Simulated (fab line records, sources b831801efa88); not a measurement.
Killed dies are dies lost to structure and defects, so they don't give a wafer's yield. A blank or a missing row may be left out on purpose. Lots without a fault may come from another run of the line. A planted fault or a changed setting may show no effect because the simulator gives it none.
Which tool did it? | flow sky130 | 12 lots, 36 wafers sampled, at 5 steps of a route of 708

WHAT THE GAUGES READ, wafer by wafer
SKY_LI_CONTACT_THK_MEAS_23: measures by xrf.
lot  | measured     | on            | LI_CONTACT_W_THK (nm)
L796 | day 29 03:14 | film_metro-01 | 392 401 393
L799 | day 30 13:28 | film_metro-01 | 405 402 399
L800 | day 30 16:02 | film_metro-02 | 381 383 383
L801 | day 31 05:25 | film_metro-04 | 407 406 406
L805 | day 32 12:14 | film_metro-02 | 398 394 393
L808 | day 33 21:16 | film_metro-04 | 396 394 388
L809 | day 33 22:08 | film_metro-01 | 395 399 402
L810 | day 34 12:53 | film_metro-04 | 405 407 401
L811 | day 34 19:31 | film_metro-02 | 391 400 399
L814 | day 35 09:06 | film_metro-01 | 383 386 389
L815 | day 35 13:16 | film_metro-01 | 389 383 392
L816 | day 36 08:04 | film_metro-01 | 401 402 403

SKY_CONTACT_THK_MEAS_03.
lot  | measured     | on            | CONTACT_HDPCVD_THK (nm)
L796 | day 30 09:39 | film_metro-02 | 562 577 577
L799 | day 31 19:18 | film_metro-04 | 564 554 559
L800 | day 31 21:05 | film_metro-03 | 557 572 566
L801 | day 32 10:49 | film_metro-02 | 559 566 568
L805 | day 33 16:55 | film_metro-02 | 560 562 559
L808 | day 35 01:07 | film_metro-04 | 573 574 573
L809 | day 35 01:47 | film_metro-03 | 558 561 556
L810 | day 35 16:44 | film_metro-03 | 566 566 566
L811 | day 35 23:25 | film_metro-04 | 561 578 567
L814 | day 36 13:16 | film_metro-02 | 679 686 687
L815 | day 36 17:04 | film_metro-02 | 564 564 561
L816 | day 37 11:07 | film_metro-02 | 674 671 667

SKY_CONTACT_CD_MEAS_14: target cd 170 nm.
lot  | measured     | on        | cd_nm (nm)
L796 | day 31 14:00 | cd_sem-01 | 169.3 169.2 168.6
L799 | day 32 22:56 | cd_sem-01 | 170.0 169.1 168.8
L800 | day 33 01:11 | cd_sem-02 | 170.1 168.8 169.1
L801 | day 33 14:08 | cd_sem-01 | 171.6 171.9 171.9
L805 | day 34 20:08 | cd_sem-02 | 171.7 171.2 171.3
L808 | day 36 03:49 | cd_sem-02 | 172.8 171.5 171.5
L809 | day 36 04:27 | cd_sem-01 | 168.4 167.6 169.6
L810 | day 36 19:05 | cd_sem-02 | 169.4 168.5 169.4
L811 | day 37 01:43 | cd_sem-02 | 166.9 167.5 168.8
L814 | day 37 15:13 | cd_sem-02 | 170.8 171.0 171.2
L815 | day 37 19:33 | cd_sem-01 | 170.8 170.2 169.2
L816 | day 38 13:04 | cd_sem-01 | 171.9 172.2 170.9

WHICH TOOL RAN EACH LOT (tool, then ch and the chambers of the sampled wafers, then the start)
lot  | SKY_CONTACT_HDPCVD_02            | SKY_CONTACT_CMP_04
L796 | hdpcvd-01 ch 0,1,2, day 30 09:35 | cmp-01 ch 1,2, day 30 09:43
L799 | hdpcvd-02 ch 0,2, day 31 19:14   | cmp-01 ch 1,2, day 31 19:22
L800 | hdpcvd-01 ch 0,1, day 31 21:01   | cmp-01 ch 0,2,3, day 31 22:07
L801 | hdpcvd-02 ch 0,1,2, day 32 10:44 | cmp-02 ch 0,3, day 32 10:55
L805 | hdpcvd-02 ch 0,2, day 33 16:49   | cmp-02 ch 1,2, day 33 16:57
L808 | hdpcvd-01 ch 0,1,2, day 35 01:01 | cmp-01 ch 1,2,3, day 35 01:16
L809 | hdpcvd-02 ch 0,1,2, day 35 01:43 | cmp-02 ch 0,1,3, day 35 01:50
L810 | hdpcvd-02 ch 1,2, day 35 16:40   | cmp-01 ch 1,2,3, day 35 16:52
L811 | hdpcvd-02 ch 0,2, day 35 23:20   | cmp-01 ch 1,3, day 35 23:28
L814 | hdpcvd-02 ch 0,2, day 36 13:11   | cmp-02 ch 0,2,3, day 36 13:19
L815 | hdpcvd-01 ch 0,1,2, day 36 16:59 | cmp-01 ch 0,1,2, day 36 17:16
L816 | hdpcvd-02 ch 0,1, day 37 11:03   | cmp-01 ch 0,2,3, day 37 11:14
- SKY_CONTACT_HDPCVD_02: deposits SiO2, target thk 565 nm, time 94.2 s.
- SKY_CONTACT_CMP_04: polishes SiO2.

WHAT THE TOOLS THEMSELVES READ (means of the sampled wafers that have a number; where no wafer has one, the mark that the record gives instead)
SKY_CONTACT_HDPCVD_02.
lot  | tool      | sih4_flow_sccm (sccm)
L796 | hdpcvd-01 | 59.94
L799 | hdpcvd-02 | 60.00
L800 | hdpcvd-01 | 59.83
L801 | hdpcvd-02 | 59.97
L805 | hdpcvd-02 | 59.93
L808 | hdpcvd-01 | 60.03
L809 | hdpcvd-02 | 59.78
L810 | hdpcvd-02 | 59.78
L811 | hdpcvd-02 | 59.94
L814 | hdpcvd-02 | 71.97
L815 | hdpcvd-01 | 60.00
L816 | hdpcvd-02 | 72.10

SKY_CONTACT_CMP_04.
lot  | tool   | motor_current_A (A) | time_to_endpoint_s (s)
L796 | cmp-01 | 9.7                 | 81
L799 | cmp-01 | 10.1                | 81
L800 | cmp-01 | 11.1                | 80
L801 | cmp-02 | 11.9                | 80
L805 | cmp-02 | 13.1                | 79
L808 | cmp-01 | 10.5                | 86
L809 | cmp-02 | 11.3                | 81
L810 | cmp-01 | 10.6                | 88
L811 | cmp-01 | 10.0                | 89
L814 | cmp-02 | 12.3                | 127
L815 | cmp-01 | 10.8                | 86
L816 | cmp-01 | 11.2                | 128

THE ANSWER, worked out from the rows above alone
Rule: what is usual is taken from the lots themselves. Put in order of their means at a reading, lots are off if they are a third of the lots or fewer, leave a main group of 4 or more, and stand apart from it by a gap of 3 or more times the standard deviation of the main group's means; of several such gaps the widest counts. A main group whose means are all the same, to the digits that the tables above print for the reading, isn't used. A lot without any number at a reading at which 4 lots or more have one is off too. The other lots that the step has rows for count as sound. The gauges are gone through in route order, then the tools' own readings, and for those a lot's mean is taken as printed above. The first step at which some lot is off is used, and at that step the reading that is off furthest; a lot without a number counts as furthest.
Off: L814, L816, at SKY_CONTACT_THK_MEAS_03 (CONTACT_HDPCVD_THK). The main group: mean 565 nm, standard deviation 4.9.
A tool fits if, at a process step before that reading, it ran every lot that is off, and no sound lot after the first of them. The gauges at SKY_CONTACT_THK_MEAS_03 aren't tried: what is off there is off at SKY_CONTACT_HDPCVD_02 too, on other tools, and a gauge's error can't cause that. One fits: hdpcvd-02 at SKY_CONTACT_HDPCVD_02. Its last sound lot is L811 (day 35 23:20), its first lot that is off L814 (day 36 13:11): a fault that began between those two fits.
The tool's own readings at SKY_CONTACT_HDPCVD_02 bear it out: on the lots that are off they differ by more than 5 times the standard deviation of the sound lots' means. sih4_flow_sccm reads 72.03 sccm there against 59.92 sccm on the sound lots.

WHAT THE SIMULATOR HAD PUT IN
Process parameter drift: hdpcvd-02, from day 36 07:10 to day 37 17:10, at SKY_CONTACT_HDPCVD_02. Setting sih4_flow_sccm, moved by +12, from 60. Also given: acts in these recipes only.
Lots struck among those shown: L814, L816. The rule above found the same.
